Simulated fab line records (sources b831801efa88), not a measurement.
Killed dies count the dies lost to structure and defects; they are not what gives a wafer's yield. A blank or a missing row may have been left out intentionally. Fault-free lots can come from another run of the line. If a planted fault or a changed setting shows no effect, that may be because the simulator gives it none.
fab line records    flow sfq_line
record: lots: 5  wafers: 15  last_day: 84
route steps=325 shown M0@32 I0@43 M1@58 I1@73 M8@325
lots that met no fault: taken from a fault-free run of the same line
start_h: the number of hours between the record's first day and the start of the first shown wafer of the lot    wait_h: hours since the lot's step before    " the same as in the row above    L1.1+2: several wafers, shown together as one row    - either no value or no given start    * or withheld: withheld    < > ~ a bound
route shown NAME@n: NAME is a module with steps in the file, n the number in the route of the first one    usual: mean and standard deviation over wafers with no fault    same: alike in all rows    chamber/n: place in a boat    sites: readings site by site    _std_site: standard deviation of those values    _edge_site: mean of outer sites minus mean of inner sites    radius_mm: for every site, how far away it sits from the centre of the wafer    mask NAME#n: copy n    behind: the tool/chamber that last shaped the wafer    hold: what put the lot on hold/how long, in hours/how the hold closed    device: the n, p or np transistor that did not switch    end of line: the tests these same wafers got at the end of their route    a step without rows: its recipe alone    killed: dies that structure and defects cost at the first sort, which is not the same as the wafer's yield    map: a wafer's dies, x killed, . not, _ none there
set.NAME: the setting the step ran with; set.NAME@STEP: the setting that earlier step ran with    model.NAME: the simulator's own value behind a step, which no gauge read
lots at selected steps of the route; one table per step, one row per wafer
services: the hour from which a tool's chamber was out of use, counted from the record's first day as start_h (under 0 if before that day), plus the number of hours and why
== steps ==
step: SFQ_TRILAYER_M0_LITHO_COAT_026
recipe: resist: BARC  spin_rpm: 3000  resist_thk_nm: 62
step: SFQ_TRILAYER_M0_LITHO_COAT_021
recipe: resist: KrF  spin_rpm: 3000  resist_thk_nm: 600
step: SFQ_TRILAYER_M0_LITHO_SOFTBAKE_025
recipe: temp_c: withheld  time_s: withheld  resist: KrF
step: SFQ_TRILAYER_M0_LITHO_EXPOSE_022
recipe: mask_id: M0  na: 0.6  source_shape: conventional  sigma_outer: 0.65  target_cd_nm: 500  dose_mj: 14.4
step: SFQ_TRILAYER_M0_LITHO_PEB_024
recipe: peb_temp_c: 115  peb_time_s: 60  resist: KrF
step: SFQ_TRILAYER_M0_LITHO_DEVELOP_023
recipe: time_s: 60  resist: KrF
step: SFQ_M0_OVL_MEAS_906
usual: M0_OVL: 1/4.8
lot.wafer  tool        chamber  start_h  wait_h  M0_OVL[nm]
L547.1     overlay-02  -        153.31   0.1     5
L547.3     "           -        "        "       8
L547.4     "           -        "        "       6
L563.2     overlay-01  -        252.74   0.1     5
L563.4     "           -        "        "       8
L563.6     "           -        "        "       11
L568.1     overlay-01  -        281.09   0.1     -2
L568.3     "           -        "        "       2
L568.6     "           -        "        "       -4
L569.1     overlay-02  -        287.09   0.1     9
L569.4     "           -        "        "       6
L569.6     "           -        "        "       9
L570.2     overlay-02  -        290.69   0.1     2
L570.3     "           -        "        "       -5
L570.6     "           -        "        "       -1
step: SFQ_TRILAYER_M0_BARC_OPEN_METAL_ETCH_031
recipe: mask_material: PR  chemistry: O2  target_depth_nm: 125  target: BARC  icp_w: 600  bias_w: 80  pressure_mtorr: 10  time_s: 41.7
usual: drypump_motor_current_A: 5.6/0.46  he_backside_leak_sccm: 3.5/0.33  oes_product_au: 0.685/0.0047
lot.wafer  tool          chamber  start_h  wait_h  drypump_motor_current_A  he_backside_leak_sccm  oes_product_au  rf_hours_counter_h
L547.1     rie_metal-01  1        153.35   0.0     5.5                      3.6                    0.683           123
L547.3     "             1        "        "       5.5                      3.4                    0.681           -
L547.4     "             0        "        "       5.9                      3.8                    0.682           -
L563.2     rie_metal-04  0        252.80   0.1     6.1                      3.3                    0.693           -
L563.4     "             0        "        "       6.1                      3.3                    0.679           -
L563.6     "             0        "        "       6.1                      3.4                    0.684           -
L568.1     rie_metal-04  0        281.12   0.0     6.1                      3.3                    0.690           41
L568.3     "             0        "        "       6.1                      3.4                    0.689           -
L568.6     "             1        "        "       5.6                      3.1                    0.683           -
L569.1     rie_metal-02  1        287.12   0.0     5.4                      3.4                    0.677           5
L569.4     "             1        "        "       5.4                      3.5                    0.686           -
L569.6     "             1        "        "       5.4                      3.4                    0.684           -
L570.2     rie_metal-01  1        290.74   0.0     5.4                      3.4                    0.682           -
L570.3     "             1        "        "       5.5                      3.5                    0.689           -
L570.6     "             1        "        "       5.5                      3.5                    0.684           -
step: SFQ_TRILAYER_M0_ETCH_METAL_ETCH_024
recipe: target: Nb  stop_on: SiO2  mask_material: PR  chemistry: Cl2/Ar  target_depth_nm: 240  icp_w: 600  bias_w: 80  pressure_mtorr: 10  time_s: 120
usual: drypump_motor_current_A: 5.6/0.46  he_backside_leak_sccm: 3.46/0.22  oes_product_au: 0.894/0.0058
lot.wafer  tool          chamber  start_h  wait_h  drypump_motor_current_A  he_backside_leak_sccm  oes_product_au  rf_hours_counter_h
L547.1     rie_metal-01  1        153.41   0.0     5.5                      3.57                   0.880           123
L547.3     "             1        "        "       5.5                      3.52                   0.891           -
L547.4     "             0        "        "       5.9                      3.46                   0.886           -
L563.2     rie_metal-04  0        252.99   0.2     6.1                      3.43                   0.893           -
L563.4     "             0        "        "       6.1                      3.36                   0.901           -
L563.6     "             0        "        "       6.1                      3.30                   0.886           -
L568.1     rie_metal-04  0        281.18   0.0     6.1                      3.35                   0.891           41
L568.3     "             0        "        "       6.1                      3.35                   0.892           -
L568.6     "             1        "        "       5.6                      3.15                   0.894           -
L569.1     rie_metal-02  1        287.18   0.0     5.4                      3.53                   0.888           5
L569.4     "             1        "        "       5.4                      3.42                   0.903           -
L569.6     "             1        "        "       5.4                      3.41                   0.883           -
L570.2     rie_metal-01  1        290.89   0.1     5.5                      3.42                   0.895           -
L570.3     "             1        "        "       5.5                      3.44                   0.895           -
L570.6     "             1        "        "       5.5                      3.49                   0.891           -
step: SFQ_TRILAYER_M0_STRIP_STRIP_025
recipe: gas: O2  power_w: 200  platen_temp_c: 40  overash_fraction: 0.65  chemistry: O2  pressure_mtorr: 50
step: SFQ_TRILAYER_M0_STRIP_SOLV_CLEAN_026
recipe: chemistry: NMP  temp_c: 70  time_s: 600
step: SFQ_TRILAYER_I0_DEP_PECVD_027
recipe: material: SiO2  temp_c: 150  time_s: 111.11  pressure_torr: 2.4  rf_w: 183.3  precursor: SiH4/N2O  target_thk_nm: 500
step: SFQ_TRILAYER_I0_CMP_CMP_028
recipe: material: SiO2  down_force_psi: 3  platen_rpm: 60  pad_velocity_m_s: 0.94248
usual: motor_current_A: 10.3/1.1  retaining_ring_pressure_frac: 1.000/0.0049  time_to_endpoint_s: 217/6.8
lot.wafer  tool    chamber  start_h  wait_h  motor_current_A  retaining_ring_pressure_frac  time_to_endpoint_s  model.SiO2_of_TRILAYER_I0_DEP_PECVD_027.thk_nm
L547.3     cmp-02  2        154.39   0.0     11.3             1.006                         217                 200.1
L547.4     "       0        155.39   1.0     10.8             1.003                         220                 200.1
L547.1     "       1        "        "       11.1             1.001                         203                 199.2
L563.2     cmp-02  3        266.02   10.9    10.4             0.999                         206                 199.9
L563.4     "       0        "        "       10.1             0.999                         254                 149.3
L563.6     "       0        268.52   13.4    10.3             0.993                         252                 150.4
L568.3     cmp-01  1        292.74   10.6    9.3              0.998                         217                 199.8
L568.1     "       2        "        "       8.7              0.997                         211                 200.9
L568.6     "       2        295.24   13.1    8.6              1.001                         212                 200.4
L569.1     cmp-01  1        302.74   14.6    9.6              0.998                         217                 200.4
L569.4     "       2        "        "       8.5              1.006                         218                 200.4
L569.6     "       0        304.24   16.1    11.7             1.006                         222                 201.7
L570.2     cmp-01  1        305.24   12.7    9.9              0.999                         205                 198.8
L570.3     "       3        306.24   13.7    10.2             1.004                         213                 199.7
L570.6     "       1        307.24   14.7    9.0              1.004                         216                 199.7
step: SFQ_I0_BOW_MEAS_907
recipe: mode: bow
usual: I0_BOW: 2/8.2
lot.wafer  tool           chamber  start_h  wait_h  I0_BOW[um]
L547.1     film_metro-02  -        157.39   1.0     4
L547.3     "              -        "        "       7
L547.4     "              -        "        "       3
L563.2     film_metro-01  -        269.04   2.5     -4
L563.4     "              -        "        "       5
L563.6     "              -        "        "       12
L568.1     film_metro-01  -        295.74   2.0     7
L568.3     "              -        "        "       -1
L568.6     "              -        "        "       -5
L569.1     film_metro-02  -        304.74   1.5     -1
L569.4     "              -        "        "       5
L569.6     "              -        "        "       4
L570.2     film_metro-03  -        307.76   2.0     4
L570.3     "              -        "        "       2
L570.6     "              -        "        "       11
step: SFQ_TRILAYER_I0_METRO_MEASURE_029
usual: thk_nm: 200.0/1.1
lot.wafer  tool           chamber  start_h  wait_h  thk_nm
L547.1     film_metro-02  -        157.51   0.1     199.1
L547.3     "              -        "        "       200.3
L547.4     "              -        "        "       200.2
L563.2     film_metro-01  -        269.34   0.3     199.7
L563.4     "              -        "        "       149.4
L563.6     "              -        "        "       150.4
L568.1     film_metro-01  -        295.86   0.1     201.1
L568.3     "              -        "        "       199.7
L568.6     "              -        "        "       200.5
L569.1     film_metro-02  -        304.86   0.1     200.3
L569.4     "              -        "        "       200.5
L569.6     "              -        "        "       201.6
L570.2     film_metro-03  -        308.06   0.3     198.7
L570.3     "              -        "        "       199.8
L570.6     "              -        "        "       199.8
step: SFQ_TRILAYER_I0_VIA_LITHO_COAT_036
recipe: resist: BARC  spin_rpm: 3000  resist_thk_nm: 60.99
step: SFQ_TRILAYER_I0_VIA_LITHO_COAT_031
recipe: resist: KrF  spin_rpm: 3000  resist_thk_nm: 650
step: SFQ_TRILAYER_I0_VIA_LITHO_SOFTBAKE_035
recipe: temp_c: withheld  time_s: withheld  resist: KrF
step: SFQ_TRILAYER_I0_VIA_LITHO_EXPOSE_032
recipe: mask_id: I0  na: 0.6  source_shape: conventional  sigma_outer: 0.65  target_cd_nm: 500  dose_mj: 21.3
step: SFQ_TRILAYER_I0_VIA_LITHO_PEB_034
recipe: peb_temp_c: 115  peb_time_s: 60  resist: KrF
step: SFQ_TRILAYER_I0_VIA_LITHO_DEVELOP_033
recipe: time_s: 60  resist: KrF
step: SFQ_I0_OVL_MEAS_908
usual: I0_OVL: -2/5.5
lot.wafer  tool        chamber  start_h  wait_h  I0_OVL[nm]
L547.1     overlay-01  -        213.14   0.1     1
L547.3     "           -        "        "       -3
L547.4     "           -        "        "       6
L563.2     overlay-02  -        328.42   0.1     -1
L563.4     "           -        "        "       -3
L563.6     "           -        "        "       -5
L568.1     overlay-02  -        359.41   0.1     -4
L568.3     "           -        "        "       -5
L568.6     "           -        "        "       -7
L569.1     overlay-02  -        369.01   0.1     -7
L569.4     "           -        "        "       -5
L569.6     "           -        "        "       -6
L570.2     overlay-02  -        372.62   0.1     0
L570.3     "           -        "        "       -6
L570.6     "           -        "        "       -3
step: SFQ_TRILAYER_I0_VIA_BARC_OPEN_VIA_ETCH_046
recipe: mask_material: PR  chemistry: O2  target_depth_nm: 125  target: BARC  source_w: 518.8  bias_w: 80  pressure_mtorr: 30  time_s: 41.7
step: SFQ_TRILAYER_I0_VIA_ETCH_VIA_ETCH_034
recipe: target: SiO2  stop_on: Nb  mask_material: PR  taper_deg: 20  chemistry: CHF3  target_depth_nm: 260  source_w: 500  bias_w: 80  pressure_mtorr: 30  time_s: withheld
usual: drypump_motor_current_A: 5.66/0.24  oes_product_au: 0.854/0.0052
lot.wafer  tool         chamber  start_h  wait_h  drypump_motor_current_A  oes_product_au  model.I0.feature_depth_nm  model.etch.depth_nm
L547.1     rie_diel-01  0        213.21   0.0     6.08                     0.856           199.2                      199.2
L547.3     "            1        "        "       5.05                     0.860           200.1                      200.1
L547.4     "            2        "        "       5.81                     0.854           200.1                      200.1
L563.2     rie_diel-03  2        328.49   0.0     5.76                     0.853           199.8                      199.8
L563.4     "            3        "        "       5.81                     0.731           149.3                      149.3
L563.6     "            1        "        "       5.65                     0.746           150.4                      150.4
L568.1     rie_diel-03  0        359.49   0.0     5.43                     0.851           200.9                      200.9
L568.3     "            3        "        "       5.82                     0.856           199.7                      199.7
L568.6     "            3        "        "       5.85                     0.857           200.4                      200.4
L569.1     rie_diel-03  1        369.09   0.0     5.62                     0.857           200.4                      200.4
L569.4     "            0        "        "       5.45                     0.846           200.4                      200.4
L569.6     "            1        "        "       5.64                     0.849           201.7                      201.7
L570.2     rie_diel-04  1        372.69   0.0     5.32                     0.859           198.8                      198.8
L570.3     "            3        "        "       5.81                     0.858           199.7                      199.7
L570.6     "            3        "        "       5.82                     0.854           199.6                      199.6
step: SFQ_TRILAYER_I0_VIA_STRIP_STRIP_035
recipe: gas: O2  power_w: 200  platen_temp_c: 40  overash_fraction: 0.65  chemistry: O2  pressure_mtorr: 50
usual: drypump_motor_current_A: 5.5/0.32  he_backside_leak_sccm: 3.47/0.24  oes_product_au: 0.999/0.0092
lot.wafer  tool          chamber  start_h  wait_h  drypump_motor_current_A  he_backside_leak_sccm  oes_product_au  rf_hours_counter_h
L547.1     rie_metal-01  0        213.33   -       5.9                      3.65                   0.996           178
L547.3     "             1        "        "       5.5                      3.16                   0.991           -
L547.4     "             0        "        "       5.9                      3.77                   1.007           -
L563.2     rie_metal-01  0        328.60   -       5.9                      3.23                   1.001           1
L563.4     "             0        "        "       5.9                      3.57                   1.005           -
L563.6     "             0        "        "       5.9                      3.48                   0.999           -
L568.1     rie_metal-02  0        359.60   -       4.7                      3.05                   1.015           22
L568.3     "             0        "        "       4.7                      3.17                   0.999           -
L568.6     "             1        "        "       5.4                      3.43                   1.008           -
L569.1     rie_metal-03  1        369.20   -       5.3                      3.44                   1.014           88
L569.4     "             1        "        "       5.3                      3.38                   1.004           -
L569.6     "             1        "        "       5.3                      3.31                   1.008           -
L570.2     rie_metal-01  0        372.80   -       5.9                      3.29                   0.994           10
L570.3     "             0        "        "       5.9                      3.23                   0.993           -
L570.6     "             1        "        "       5.5                      3.65                   0.984           -
step: SFQ_TRILAYER_I0_VIA_STRIP_SOLV_CLEAN_036
recipe: chemistry: NMP  temp_c: 70  time_s: 600
step: SFQ_TRILAYER_M1_DEP_PRE_CLEAN_038
recipe: gas: Ar  time_s: 22.5  bias_v: 250
lot.wafer  tool            chamber  start_h  wait_h  model.SiO2_of_TRILAYER_I0_DEP_PECVD_027.thk_nm
L547.1     pvd_sputter-03  -        214.10   0.0     191.7
L547.3+4   "               -        "        "       192.6
L563.2     pvd_sputter-03  -        329.37   0.0     192.3
L563.4     "               -        "        "       141.8
L563.6     "               -        "        "       142.9
L568.1     pvd_sputter-06  -        360.55   0.0     193.4
L568.3     "               -        "        "       192.2
L568.6     "               -        "        "       192.9
L569.1+4   pvd_sputter-03  -        370.57   0.0     192.9
L569.6     "               -        "        "       194.2
L570.2     pvd_sputter-03  -        373.57   0.0     191.3
L570.3     "               -        "        "       192.2
L570.6     "               -        "        "       192.1
step: SFQ_TRILAYER_M1_DEP_SPUTTER_037
recipe: material: Nb  base_pressure_pa: 1.33e-06  chamber_pressure_pa: 0.1333  substrate_temp_c: 20  resputter_cathode_voltage_v: 400  target_thk_nm: 200  power_w: 2000  time_s: 133.3
step: SFQ_M1_RS_MEAS_909
recipe: thk_meas_gauge: four-point-probe  reads: Nb_of_TRILAYER_M1_DEP_SPUTTER_037
usual: M1_NB_RS: 0.891/0.012
lot.wafer  tool           chamber  start_h  wait_h  M1_NB_RS[ohm/sq]
L547.1     film_metro-03  -        214.22   0.0     0.882
L547.3     "              -        "        "       0.884
L547.4     "              -        "        "       0.884
L563.2     film_metro-04  -        329.51   0.1     0.895
L563.4     "              -        "        "       0.888
L563.6     "              -        "        "       0.884
L568.1     film_metro-03  -        360.67   0.0     0.888
L568.3     "              -        "        "       0.890
L568.6     "              -        "        "       0.889
L569.1     film_metro-01  -        370.69   0.0     0.908
L569.4     "              -        "        "       0.913
L569.6     "              -        "        "       0.908
L570.2     film_metro-04  -        373.71   0.1     0.910
L570.3     "              -        "        "       0.920
L570.6     "              -        "        "       0.911
step: SFQ_TRILAYER_M1_LITHO_COAT_044
recipe: resist: BARC  spin_rpm: 3000  resist_thk_nm: 62
step: SFQ_TRILAYER_M1_LITHO_COAT_039
recipe: resist: KrF  spin_rpm: 3000  resist_thk_nm: 600
step: SFQ_TRILAYER_M1_LITHO_SOFTBAKE_043
recipe: temp_c: withheld  time_s: withheld  resist: KrF
step: SFQ_TRILAYER_M1_LITHO_EXPOSE_040
recipe: mask_id: M1  na: 0.6  source_shape: conventional  sigma_outer: 0.65  target_cd_nm: 500  dose_mj: 14.4
step: SFQ_TRILAYER_M1_LITHO_PEB_042
recipe: peb_temp_c: 115  peb_time_s: 61.81  resist: KrF
step: SFQ_TRILAYER_M1_LITHO_DEVELOP_041
recipe: time_s: 60  resist: KrF
step: SFQ_M1_OVL_MEAS_911
usual: M1_OVL: -1/4.6
lot.wafer  tool        chamber  start_h  wait_h  M1_OVL[nm]
L547.1     overlay-02  -        281.81   0.1     -3
L547.3     "           -        "        "       -1
L547.4     "           -        "        "       -2
L563.2     overlay-01  -        417.00   0.1     -3
L563.4     "           -        "        "       1
L563.6     "           -        "        "       -1
L568.1     overlay-01  -        446.79   0.1     0
L568.3     "           -        "        "       -2
L568.6     "           -        "        "       0
L569.1     overlay-02  -        459.99   0.1     -5
L569.4     "           -        "        "       -2
L569.6     "           -        "        "       -8
L570.2     overlay-02  -        463.60   0.1     -6
L570.3     "           -        "        "       -9
L570.6     "           -        "        "       -3
step: SFQ_TRILAYER_M1_BARC_OPEN_METAL_ETCH_054
recipe: mask_material: PR  chemistry: O2  target_depth_nm: 125  target: BARC  icp_w: 600  bias_w: 80  pressure_mtorr: 10  time_s: 41.7
usual: drypump_motor_current_A: 5.5/0.43  he_backside_leak_sccm: 3.43/0.29  oes_product_au: 0.686/0.0047
lot.wafer  tool          chamber  start_h  wait_h  drypump_motor_current_A  he_backside_leak_sccm  oes_product_au  rf_hours_counter_h
L547.1     rie_metal-02  1        281.85   0.0     5.4                      3.60                   0.696           3
L547.3     "             1        "        "       5.4                      3.53                   0.680           -
L547.4     "             0        "        "       4.7                      3.32                   0.680           -
L563.2     rie_metal-04  0        417.03   0.0     6.1                      3.43                   0.691           66
L563.4     "             0        "        "       6.1                      3.41                   0.688           -
L563.6     "             1        "        "       5.7                      3.25                   0.688           -
L568.1     rie_metal-03  1        446.83   0.0     5.3                      3.33                   0.680           101
L568.3     "             1        "        "       5.3                      3.40                   0.688           -
L568.6     "             1        "        "       5.3                      3.43                   0.694           -
L569.1     rie_metal-02  1        460.03   0.0     5.4                      3.36                   0.688           35
L569.4     "             1        "        "       5.4                      3.30                   0.687           -
L569.6     "             1        "        "       5.4                      3.36                   0.696           -
L570.2     rie_metal-03  1        463.65   0.0     5.3                      3.40                   0.680           -
L570.3     "             1        "        "       5.3                      3.54                   0.674           -
L570.6     "             1        "        "       5.3                      3.42                   0.686           -
step: SFQ_TRILAYER_M1_ETCH_METAL_ETCH_042
recipe: target: Nb  stop_on: SiO2  mask_material: PR  chemistry: Cl2/Ar  target_depth_nm: 240  icp_w: 600  bias_w: 80  pressure_mtorr: 10  time_s: 120
usual: drypump_motor_current_A: 5.5/0.43  he_backside_leak_sccm: 3.4/0.31  oes_product_au: 0.894/0.0078
lot.wafer  tool          chamber  start_h  wait_h  drypump_motor_current_A  he_backside_leak_sccm  oes_product_au  rf_hours_counter_h
L547.1     rie_metal-02  1        281.91   0.0     5.4                      3.4                    0.907           3
L547.3     "             1        "        "       5.4                      3.3                    0.892           -
L547.4     "             0        "        "       4.7                      2.9                    0.893           -
L563.2     rie_metal-04  0        417.09   0.0     6.1                      3.3                    0.896           66
L563.4     "             0        "        "       6.1                      3.3                    0.894           -
L563.6     "             1        "        "       5.7                      3.3                    0.905           -
L568.1     rie_metal-03  1        446.95   0.1     5.3                      3.4                    0.889           101
L568.3     "             1        "        "       5.3                      3.3                    0.897           -
L568.6     "             1        "        "       5.2                      3.4                    0.896           -
L569.1     rie_metal-02  1        460.09   0.0     5.4                      3.4                    0.883           36
L569.4     "             1        "        "       5.4                      3.5                    0.882           -
L569.6     "             1        "        "       5.4                      3.4                    0.886           -
L570.2     rie_metal-03  1        463.79   0.1     5.3                      3.4                    0.885           -
L570.3     "             1        "        "       5.3                      3.5                    0.877           -
L570.6     "             1        "        "       5.3                      3.5                    0.882           -
step: SFQ_TRILAYER_M1_STRIP_STRIP_043
recipe: gas: O2  power_w: 200  platen_temp_c: 40  overash_fraction: 0.65  chemistry: O2  pressure_mtorr: 50
step: SFQ_TRILAYER_M1_STRIP_SOLV_CLEAN_044
recipe: chemistry: NMP  temp_c: 70  time_s: 600
step: SFQ_TRILAYER_I1_DEP_PECVD_045
recipe: material: SiO2  temp_c: 150  time_s: 111.11  pressure_torr: 2.4  rf_w: 183.3  precursor: SiH4/N2O  target_thk_nm: 500
step: SFQ_M8_BOW_MEAS_951
recipe: mode: bow
usual: M8_BOW: 9/12
lot.wafer  tool           chamber  start_h  wait_h  M8_BOW[um]  model.etest.i0.link_ohm
L547.1     film_metro-03  -        1667.74  0.0     0           1.966
L547.3     "              -        "        "       2           1.965
L547.4     "              -        "        "       -2          1.969
L563.2     film_metro-01  -        1899.31  0.0     7           1.958
L563.4     "              -        "        "       18          1.909
L563.6     "              -        "        "       24          1.909
L568.1     film_metro-03  -        2011.86  0.0     27          1.983
L568.3     "              -        "        "       17          1.98
L568.6     "              -        "        "       14          1.971
L569.1     film_metro-01  -        2015.56  0.0     -6          1.996
L569.4     "              -        "        "       0           2
L569.6     "              -        "        "       0           1.995
L570.2     film_metro-02  -        2017.98  0.0     27          1.982
L570.3     "              -        "        "       27          2.002
L570.6     "              -        "        "       34          1.988
== services ==
tool            chamber  start_h  hours  kind
rie_diel-03     0        133.02   3.4    repair
rie_metal-02    1        161.31   9.9    repair
rie_metal-01    -        165.25   2.8    pm
rie_metal-03    0        176.64   8.9    repair
rie_diel-03     1        187.38   18.0   repair
rie_metal-01    1        193.21   11.8   repair
rie_metal-03    -        199.59   1.2    repair
rie_diel-03     0        204.67   5.7    repair
pvd_sputter-03  -        210.81   3.1    repair
rie_metal-03    -        227.05   0.3    repair
rie_diel-03     -        233.29   5.4    repair
rie_diel-03     1        241.84   4.4    repair
rie_metal-02    -        250.08   14.6   pm
rie_metal-03    0        259.94   22.7   repair
rie_metal-02    -        264.68   2.8    pm
rie_metal-03    -        276.41   28.1   pm
pvd_sputter-03  -        310.31   2.6    repair
rie_metal-03    -        324.33   2.8    pm
rie_metal-01    -        346.75   1.1    repair
rie_metal-04    -        357.87   6.5    repair
rie_metal-03    0        359.94   11.6   repair
rie_metal-01    -        415.52   14.6   pm
rie_metal-02    -        428.97   1.4    pm
pvd_sputter-03  -        448.73   9.9    repair
== key ==
first_sign: step: SFQ_TRILAYER_I0_CMP_CMP_028  reading: time_to_endpoint_s  direction: up  sigmas: 5.2  usual: *  struck: *
effect: step: SFQ_TRILAYER_I0_METRO_MEASURE_029  reading: thk_nm  direction: down  sigmas: 47  usual: 200.0  struck: 149.9
effect: step: SFQ_TRILAYER_I0_VIA_ETCH_VIA_ETCH_034  reading: oes_product_au  direction: down  sigmas: 22  usual: 0.854  struck: 0.738
model_effect: step: SFQ_TRILAYER_I0_CMP_CMP_028  value: SiO2_of_TRILAYER_I0_DEP_PECVD_027.thk_nm  without: 199.9  struck: 149.9
model_effect: step: SFQ_TRILAYER_I0_VIA_ETCH_VIA_ETCH_034  value: I0.feature_depth_nm  without: 199.8  struck: 149.8
model_effect: step: SFQ_TRILAYER_M1_DEP_PRE_CLEAN_038  value: SiO2_of_TRILAYER_I0_DEP_PECVD_027.thk_nm  without: 192.3  struck: 142.3
model_effect: step: SFQ_M8_BOW_MEAS_951  value: etest.i0.link_ohm  without: 1.954  struck: 1.909
met_at SFQ_TRILAYER_I0_CMP_CMP_028
struck_wafers L563.4,L563.6
onset_between 154.39 266.02
fault: kind: process_parameter_drift  tool: cmp-02  chamber: 0  onset_h: 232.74  steps: SFQ_TRILAYER_I0_CMP_CMP_028  channel: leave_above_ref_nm  offset: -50  shape: step  end_h: 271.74  acts_in: these_recipes_only  stated: 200
